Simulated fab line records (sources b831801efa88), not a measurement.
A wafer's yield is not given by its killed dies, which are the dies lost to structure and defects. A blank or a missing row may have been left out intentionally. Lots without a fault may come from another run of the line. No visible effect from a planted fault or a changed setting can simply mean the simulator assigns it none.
Tool commonality check || flow gf180mcu || Lots sampled 13, wafers sampled 45

== THE REASON FOR OPENING IT ==
At GF_MVPSD_TW_MEAS_11 the reading MVPSD_TW is flagged on 2 of 13 lots. Fault-free wafers read 552, with a standard deviation of 3.3.
Rule: a lot gets a flag if all its wafers with a number sit over 4 standard deviations from that mean, or if no wafer of it has a number. All remaining lots are regarded as sound.

{"lot": "L194", "measured": "day 4 22:43", "on": "film metro-01", "MVPSD_TW, wafer by wafer": "558 555 554", "flag": ""}
{"lot": "L195", "measured": "day 5 07:52", "on": "film metro-01", "MVPSD_TW, wafer by wafer": "553 555 550", "flag": ""}
{"lot": "L197", "measured": "day 5 18:11", "on": "film metro-02", "MVPSD_TW, wafer by wafer": "545 545 547", "flag": ""}
{"lot": "L199", "measured": "day 6 06:23", "on": "film metro-02", "MVPSD_TW, wafer by wafer": "551 552 554", "flag": ""}
{"lot": "L200", "measured": "day 6 12:55", "on": "film metro-04", "MVPSD_TW, wafer by wafer": "556 557 553", "flag": ""}
{"lot": "L201", "measured": "day 6 18:50", "on": "film metro-01", "MVPSD_TW, wafer by wafer": "580 580 578 578 581 578", "flag": "FLAGGED"}
{"lot": "L202", "measured": "day 6 23:52", "on": "film metro-04", "MVPSD_TW, wafer by wafer": "555 558 559", "flag": ""}
{"lot": "L203", "measured": "day 7 10:08", "on": "film metro-04", "MVPSD_TW, wafer by wafer": "554 555 552", "flag": ""}
{"lot": "L209", "measured": "day 8 19:15", "on": "film metro-02", "MVPSD_TW, wafer by wafer": "579 579 578 576 580 582", "flag": "FLAGGED"}
{"lot": "L213", "measured": "day 9 17:18", "on": "film metro-04", "MVPSD_TW, wafer by wafer": "555 555 556", "flag": ""}
{"lot": "L215", "measured": "day 10 08:41", "on": "film metro-04", "MVPSD_TW, wafer by wafer": "550 554 548", "flag": ""}
{"lot": "L216", "measured": "day 10 15:30", "on": "film metro-04", "MVPSD_TW, wafer by wafer": "554 553 551", "flag": ""}
{"lot": "L217", "measured": "day 10 20:23", "on": "film metro-02", "MVPSD_TW, wafer by wafer": "553 553 553", "flag": ""}
Average over the flagged lots: 579; offset from the usual +27, equal to +8 standard deviations.

== EACH LOT AND THE TOOL IT RAN ON ==
Before the reading, the record contains 2 process steps out of a 602-step route. Cell contents, in order: the tool; ch with the chambers the sampled wafers went through; the start.
{"lot": "L194", "flag": "", "GF_STI_ETCH_13": "rie diel-01 ch 1,2,3, day 2 01:17", "GF_MVPSD_IMPLANT_09": "implanter-02 ch 0, day 4 22:28"}
{"lot": "L195", "flag": "", "GF_STI_ETCH_13": "rie diel-02 ch 1,2,3, day 2 08:11", "GF_MVPSD_IMPLANT_09": "implanter-02 ch 0, day 5 07:37"}
{"lot": "L197", "flag": "", "GF_STI_ETCH_13": "rie diel-01 ch 0,1, day 2 16:22", "GF_MVPSD_IMPLANT_09": "implanter-02 ch 0, day 5 17:58"}
{"lot": "L199", "flag": "", "GF_STI_ETCH_13": "rie diel-02 ch 0,1,2, day 3 03:04", "GF_MVPSD_IMPLANT_09": "implanter-04 ch 0, day 6 06:10"}
{"lot": "L200", "flag": "", "GF_STI_ETCH_13": "rie diel-04 ch 0,1,2, day 3 08:49", "GF_MVPSD_IMPLANT_09": "implanter-04 ch 0, day 6 12:40"}
{"lot": "L201", "flag": "FLAGGED", "GF_STI_ETCH_13": "rie diel-01 ch 1,3, day 3 13:41", "GF_MVPSD_IMPLANT_09": "implanter-03 ch 0, day 6 18:10"}
{"lot": "L202", "flag": "", "GF_STI_ETCH_13": "rie diel-04 ch 1,2, day 3 18:23", "GF_MVPSD_IMPLANT_09": "implanter-02 ch 0, day 6 23:39"}
{"lot": "L203", "flag": "", "GF_STI_ETCH_13": "rie diel-04 ch 0,2,3, day 3 23:50", "GF_MVPSD_IMPLANT_09": "implanter-02 ch 0, day 7 09:53"}
{"lot": "L209", "flag": "FLAGGED", "GF_STI_ETCH_13": "rie diel-04 ch 0,1, day 5 06:48", "GF_MVPSD_IMPLANT_09": "implanter-02 ch 0, day 8 18:41"}
{"lot": "L213", "flag": "", "GF_STI_ETCH_13": "rie diel-01 ch 0,1, day 6 03:41", "GF_MVPSD_IMPLANT_09": "implanter-03 ch 0, day 9 17:04"}
{"lot": "L215", "flag": "", "GF_STI_ETCH_13": "rie diel-04 ch 0,1,2, day 6 14:12", "GF_MVPSD_IMPLANT_09": "implanter-02 ch 0, day 10 08:26"}
{"lot": "L216", "flag": "", "GF_STI_ETCH_13": "rie diel-01 ch 2,3, day 6 19:03", "GF_MVPSD_IMPLANT_09": "implanter-04 ch 0, day 10 15:15"}
{"lot": "L217", "flag": "", "GF_STI_ETCH_13": "rie diel-04 ch 2,3, day 7 01:05", "GF_MVPSD_IMPLANT_09": "implanter-04 ch 0, day 10 20:07"}
What the steps here do:
- GF_STI_ETCH_13: etches the open film in CHF3/O2, stops on Si, target depth 282.31 nm, time 112.9 s.
- GF_MVPSD_IMPLANT_09
- GF_MVPSD_TW_MEAS_11

== FLAGGED OVER TOTAL, TOOL BY TOOL (the gauges that took the reading come last) ==
{"step": "GF_STI_ETCH_13", "tool": "rie diel-01", "lots run": 5, "flagged": 1, "share of the flagged lots": "some", "sound lots run after its first flagged lot": "2 (L213,L216)"}
{"step": "GF_STI_ETCH_13", "tool": "rie diel-02", "lots run": 2, "flagged": 0, "share of the flagged lots": "none", "sound lots run after its first flagged lot": "-"}
{"step": "GF_STI_ETCH_13", "tool": "rie diel-04", "lots run": 6, "flagged": 1, "share of the flagged lots": "some", "sound lots run after its first flagged lot": "2 (L215,L217)"}
{"step": "GF_MVPSD_IMPLANT_09", "tool": "implanter-02", "lots run": 7, "flagged": 1, "share of the flagged lots": "some", "sound lots run after its first flagged lot": "1 (L215)"}
{"step": "GF_MVPSD_IMPLANT_09", "tool": "implanter-03", "lots run": 2, "flagged": 1, "share of the flagged lots": "some", "sound lots run after its first flagged lot": "1 (L213)"}
{"step": "GF_MVPSD_IMPLANT_09", "tool": "implanter-04", "lots run": 4, "flagged": 0, "share of the flagged lots": "none", "sound lots run after its first flagged lot": "-"}
{"step": "GF_MVPSD_TW_MEAS_11", "tool": "film metro-01", "lots run": 3, "flagged": 1, "share of the flagged lots": "some", "sound lots run after its first flagged lot": 0}
{"step": "GF_MVPSD_TW_MEAS_11", "tool": "film metro-02", "lots run": 4, "flagged": 1, "share of the flagged lots": "some", "sound lots run after its first flagged lot": "1 (L217)"}
{"step": "GF_MVPSD_TW_MEAS_11", "tool": "film metro-04", "lots run": 6, "flagged": 0, "share of the flagged lots": "none", "sound lots run after its first flagged lot": "-"}

== WHAT THE TABLE ALLOWS ==
No row of the table ran every flagged lot.

== WHAT HAD BEEN PUT IN BY THE SIMULATOR ==
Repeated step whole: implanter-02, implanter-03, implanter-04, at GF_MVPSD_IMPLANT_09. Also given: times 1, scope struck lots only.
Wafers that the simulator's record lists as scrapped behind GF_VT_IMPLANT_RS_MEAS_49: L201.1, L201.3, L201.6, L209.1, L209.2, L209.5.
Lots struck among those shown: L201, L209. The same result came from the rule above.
